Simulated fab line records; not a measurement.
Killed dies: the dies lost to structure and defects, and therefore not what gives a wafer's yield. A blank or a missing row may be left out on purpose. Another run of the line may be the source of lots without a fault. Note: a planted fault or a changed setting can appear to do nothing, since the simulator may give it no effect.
Comparing a struck lot with a sound one ; flow sfqLine ; 41 steps out of a route of 325
Sound: the wafers L659.3, L659.4, L659.5. Struck: wafers L662.1, L662.4 (left out: L662.5, a lot-mate that was not struck); the cause follows at the end.
At each step with rows: each side's tool, then ch and its chambers, then its first start. Under that, the readings that differ: sound wafers ; struck wafers ; difference of the means ; sigmas: that difference in standard deviations of wafers without a fault.
alike: same words and numbers on both sides, and readings whose means sit less than 2 such deviations apart. not compared: any withheld reading, any reading some wafer has no value for, any bound like >300 that may hide the same value, and any number with overlapping values for which the record gives no deviation.
The two part at a step that has a row with sigmas, a row that says differs or no value, or rows on one side only. Numbers that don't overlap but have no deviation are shown without sigmas and don't part them. Lack of a reading on every wafer of one side parts them only where that side has two or more wafers.

first, 6 steps without rows for these wafers: SFQ_TRILAYER_M7_LITHO_COAT_182 (resist thk 62 nm); SFQ_TRILAYER_M7_LITHO_COAT_177 (resist thk 600 nm); SFQ_TRILAYER_M7_LITHO_SOFTBAKE_181; SFQ_TRILAYER_M7_LITHO_EXPOSE_178 (exposes mask M7, target cd 500 nm); SFQ_TRILAYER_M7_LITHO_PEB_180 (peb time 60 s); SFQ_TRILAYER_M7_LITHO_DEVELOP_179 (time 60 s).
SFQ_M7_OVL_MEAS_945:
  sound on overlay-01 at day 65 21:35; struck on overlay-02 at day 70 05:26
  alike: M7_OVL
SFQ_TRILAYER_M7_BARC_OPEN_METAL_ETCH_229: etches BARC in O2, target depth 125 nm, time 41.7 s.
  sound on rieMetal-04 ch 0,1, day 65 21:37; struck on rieMetal-04 ch 0, day 70 05:28
  alike: drypumpMotorCurrentA, oesProductAu
  not compared: rfHoursCounterH
SFQ_TRILAYER_M7_ETCH_METAL_ETCH_180: etches Nb in Cl2/Ar, stops on SiO2, target depth 240 nm, time 120 s.
  sound on rieMetal-04 ch 0,1, day 65 21:42; struck on rieMetal-04 ch 0, day 70 05:31
  alike: drypumpMotorCurrentA, oesProductAu
  not compared: rfHoursCounterH
SFQ_TRILAYER_M7_STRIP_STRIP_181: strips in O2.
  sound on rieMetal-04 ch 0,1, day 65 21:59; struck on rieMetal-04 ch 0, day 70 05:39
  alike: drypumpMotorCurrentA, oesProductAu
  not compared: rfHoursCounterH
then, 1 step without rows for these wafers: SFQ_TRILAYER_M7_STRIP_SOLV_CLEAN_182 (cleans in NMP, time 600 s).
SFQ_TRILAYER_I7_DEP_PECVD_183: deposits SiO2 from SiH4/N2O, time 111.11 s, target thk 500 nm.
  sound on pecvd-03 ch 0,1,2, day 65 22:34; struck on pecvd-04 ch 0,2, day 70 06:25
  alike: heaterPowerW, showerheadVppV, throttleValvePct
SFQ_TRILAYER_I7_CMP_CMP_184: polishes SiO2.
  sound on cmp-02 ch 1,2,3, day 66 08:52; struck on cmp-02 ch 0,2, day 70 07:06
reading;sound;struck;difference;sigmas
timeToEndpointS (s);195 219 213;271 279;+66;+8
model.SiO2_of_TRILAYER_I7_DEP_PECVD_183.thkNm (nm);199.4 200.7 202.1;299.9 303.4;+100.9;
  alike: motorCurrentA, retainingRingPressureFrac
SFQ_I7_BOW_MEAS_946:
  sound on filmMetro-01 at day 66 11:25; struck on filmMetro-03 at day 70 11:25
reading;sound;struck;difference;sigmas
I7_BOW (um);9 11 13;- -;no value on the struck wafers;
SFQ_TRILAYER_I7_METRO_MEASURE_185:
  sound on filmMetro-01 at day 66 11:53; struck on filmMetro-03 at day 70 14:58
reading;sound;struck;difference;sigmas
thkNm (nm);199.4 200.8 202.2;300.0 303.6;+101.0;+84
then, 6 steps without rows for these wafers: SFQ_TRILAYER_I7_VIA_LITHO_COAT_192 (resist thk 62 nm); SFQ_TRILAYER_I7_VIA_LITHO_COAT_187 (resist thk 650 nm); SFQ_TRILAYER_I7_VIA_LITHO_SOFTBAKE_191; SFQ_TRILAYER_I7_VIA_LITHO_EXPOSE_188 (exposes mask I7, target cd 1000 nm); SFQ_TRILAYER_I7_VIA_LITHO_PEB_190 (peb time 60 s); SFQ_TRILAYER_I7_VIA_LITHO_DEVELOP_189 (time 60 s).
-- the record jumps here: 4 days lie between the struck wafers' starts before and after --
SFQ_I7_OVL_MEAS_947:
  sound on overlay-02 at day 70 17:36; struck on overlay-01 at day 74 07:10
  alike: I7_OVL
SFQ_TRILAYER_I7_VIA_BARC_OPEN_VIA_ETCH_260: etches BARC in O2, target depth 125 nm, time 41.7 s.
  sound on rieDiel-03 ch 0,2,3, day 70 17:38; struck on rieDiel-01 ch 2,3, day 74 07:12
  alike: drypumpMotorCurrentA, oesProductAu
  not compared: rfHoursCounterH
SFQ_TRILAYER_I7_VIA_ETCH_VIA_ETCH_190: etches SiO2 in CHF3, stops on Nb, target depth 260 nm.
  sound on rieDiel-03 ch 0,2,3, day 70 17:40; struck on rieDiel-01 ch 2,3, day 74 07:14
reading;sound;struck;difference;sigmas
oesProductAu (a.u.);0.848 0.856 0.856;0.996 1.018;+0.154;+26
model.etch.depthNm (nm);199.4 200.7 202.1;260.7 265.2;+62.2;
model.I7.featureDepthNm (nm);199.4 200.7 202.1;260.7 265.2;+62.2;
  alike: drypumpMotorCurrentA
then, 9 steps without rows for these wafers: SFQ_TRILAYER_I7_VIA_STRIP_STRIP_191 (strips in O2); SFQ_TRILAYER_I7_VIA_STRIP_SOLV_CLEAN_192 (cleans in NMP, time 600 s); SFQ_TRILAYER_M8_LITHO_LOR_COAT_197; SFQ_TRILAYER_M8_LITHO_LOR_BAKE_198; SFQ_TRILAYER_M8_LITHO_COAT_193 (resist thk 600 nm); SFQ_TRILAYER_M8_LITHO_SOFTBAKE_199; SFQ_TRILAYER_M8_LITHO_EXPOSE_194 (exposes mask M8, target cd 2000 nm); SFQ_TRILAYER_M8_LITHO_PEB_196 (peb time 60 s); SFQ_TRILAYER_M8_LITHO_DEVELOP_195 (img clear 15 s, time 55 s).
SFQ_M8_OVL_MEAS_948:
  sound on overlay-02 at day 71 01:52; struck on overlay-02 at day 74 10:55
  alike: M8_OVL
then, 3 steps without rows for these wafers: SFQ_TRILAYER_M8_DEP_EVAP_197 (material Ti, target thk 20 nm, time 100 s); SFQ_TRILAYER_M8_DEP_EVAP_198 (material Pt, target thk 50 nm, time 250 s); SFQ_TRILAYER_M8_DEP_EVAP_196 (material Au, target thk 180 nm, time 900 s).
SFQ_M8_RS_MEAS_949: measures by four-point-probe.
  sound on filmMetro-04 at day 71 02:40; struck on filmMetro-01 at day 74 11:42
  alike: M8_AU_RS
SFQ_M8_THK_MEAS_950: measures by xrf.
  sound on filmMetro-04 at day 71 02:46; struck on filmMetro-01 at day 74 11:49
  alike: M8_AU_THK
then, 1 step without rows for these wafers: SFQ_TRILAYER_M8_LIFTOFF_LIFTOFF_197 (chemistry NMP, time 600 s).
SFQ_M8_BOW_MEAS_951:
  sound on filmMetro-03 at day 71 03:01; struck on filmMetro-04 at day 74 12:04
reading;sound;struck;difference;sigmas
M8_BOW (um);12 14 14;-20 -17;-32;-3
model.etest.i7.linkOhm;1.058 1.056 1.051;1e+06 1e+06;+1e+06;

## WHERE THEY PART
Last at SFQ_M8_BOW_MEAS_951 as far as this record goes, first at SFQ_TRILAYER_I7_CMP_CMP_184.

WHY: what the simulator had put in
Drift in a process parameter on cmp-02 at SFQ_TRILAYER_I7_CMP_CMP_184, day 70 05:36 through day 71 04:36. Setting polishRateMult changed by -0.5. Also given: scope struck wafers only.
